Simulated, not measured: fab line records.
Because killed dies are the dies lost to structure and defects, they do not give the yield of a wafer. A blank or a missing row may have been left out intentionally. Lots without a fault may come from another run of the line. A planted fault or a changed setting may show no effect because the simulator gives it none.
Chamber matching -- flow gf180mcu -- GF_V3_CVD_02 on pecvd-01: 3 sister chambers
The step deposits SiO2 from TEOS, target thk 850 nm, time 94.851 s. 3 wafers are shown with their chamber, then 10 later ones without.

== WAFERS WITH THEIR CHAMBER ==
wafer,chamber,heater power w (W)
L087.1,1,647
L087.4,0,589
L087.5,2,567

== WAFERS MISSING THEIR CHAMBER ==
wafer,heater power w (W)
L087.6,688
L091.1,700
L091.2,596
L091.3,629
L091.4,740
L091.5,659
L091.6,691
L093.1,621
L093.3,604
L093.6,683

== THE CHAMBER EACH PASSED THROUGH ==
wafer,from the rows above,in truth
L087.6,can't be placed: 1 or 0 or 2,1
L091.1,can't be placed: 1 or 0 or 2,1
L091.2,can't be placed: 0 or 2 or 1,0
L091.3,can't be placed: 1 or 0 or 2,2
L091.4,can't be placed: 1 or 0 or 2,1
L091.5,can't be placed: 1 or 0 or 2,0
L091.6,can't be placed: 1 or 0 or 2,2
L093.1,can't be placed: 1 or 0 or 2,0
L093.3,can't be placed: 0 or 2 or 1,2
L093.6,can't be placed: 1 or 0 or 2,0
Correct placement for 0 of the 10. From these rows, 10 cannot be placed; in 10 the true chamber is one of the candidates. 0 placed wrongly.
How it was worked out, from the rows above alone: a wafer's distance from a chamber is the root of the sum, over the readings, of the square of ((its reading less the chamber's mean) divided by the reading's scatter). The wafer belongs to the nearest chamber; if the next one is less than 2 further off, it can't be placed. The mean given for a chamber averages the wafers shown for that chamber. The scatter: with one shown wafer a chamber, the root of the mean of the squares of how far each hidden wafer lies from its nearest shown one.
